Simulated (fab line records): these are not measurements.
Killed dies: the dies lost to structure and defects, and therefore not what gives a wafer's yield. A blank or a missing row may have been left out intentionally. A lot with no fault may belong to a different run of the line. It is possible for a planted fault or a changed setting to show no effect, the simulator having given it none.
Problem report, 8D (eight disciplines) form, completed by code ; flow sky130 ; the parts of the form that need people (team, actions taken, sign-off) are left out

1. WHAT WENT WRONG
Mean of oes_product_au at SKY_GATE_OXIDE_STRIP_13: 0.894 a.u. over 3 wafers from 1 lot, against 0.716 a.u. (standard deviation 0.004) on wafers with no fault. That puts it +44 standard deviations away from the usual mean.
The step: strips in O2/N2.
Seen first at day 21 08:17 on plasma_asher-01, wafer L244.3. The record has a number at this step for 39 wafers belonging to 13 lots. The rule behind "out" and "out of limits": a value lying over 4 standard deviations away from the usual mean. The other wafers with a number count as sound.

2. WHAT IT IS, AND WHAT IT ISN'T
question;is;is not
which readings at this step;oes_product_au;drypump_motor_current_A
which lots;L244;L224, L225, L228, L229, L230, L232, L233, L234, L235, L236, L238, L239
which wafers of those lots;all that have a number;-
read on which tools;plasma_asher-01;plasma_asher-03, plasma_asher-04
when;from day 21 08:17;up to then (36 sound wafers)

3. WHAT RULES OUT EACH SUSPECT
Counting: a tool at any process step up to the reading remains a suspect when it ran all the lots that are out and ran no sound lot after the first of those.
- plasma_asher-01 at SKY_GATE_OXIDE_STRIP_13 (strips in O2/N2): kept. It ran the lot that is out, L244 (day 21 08:17), and no sound lot after that; its last sound lot up to then is L238 (day 19 11:48). Out on those wafers are its own readings of oes_product_au.
Remaining after the count: plasma_asher-01 at SKY_GATE_OXIDE_STRIP_13.

4. THE CAUSE (what the simulator had put in)
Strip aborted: plasma_asher-01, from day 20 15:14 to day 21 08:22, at SKY_GATE_OXIDE_STRIP_13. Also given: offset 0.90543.
This tool alone remained once counting was done.

5. THE CHAIN OF EFFECTS, in route order
Each row: a reading whose mean over the struck wafers that have a number lies more than 3 standard deviations from the usual. Scope: only readings with a usual standard deviation given in the record; hours: median across lots of the time from each lot's start at the first step in this table that gives one to its start at this step; sigmas: change in usual standard deviations.
hours;step;reading;usual;on struck wafers;change;sigmas
0;SKY_GATE_OXIDE_STRIP_13;oes_product_au;0.716 a.u.;0.894;+0.178;+44
706;SKY_PAD_OPEN_PROBE_99;killed_at_front_end;15;422;+407;+90
706;SKY_PAD_OPEN_PROBE_99;killed_dies;83;492;+409;+45
706;SKY_PAD_OPEN_PROBE_99;killed_on_rim;16;96;+80;+20
Here are the process steps it includes:
- SKY_GATE_OXIDE_STRIP_13: strips in O2/N2.
- SKY_PAD_OPEN_PROBE_99
Readings that are blank on the struck wafers while sound wafers have them: strip_time_to_endpoint_s at SKY_GATE_OXIDE_STRIP_13.

6. HOW IT WOULD HAVE BEEN CAUGHT EARLIER
17 hours passed between the start of the fault at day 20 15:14 and the first reading out of limits in this record, taken at day 21 08:17.
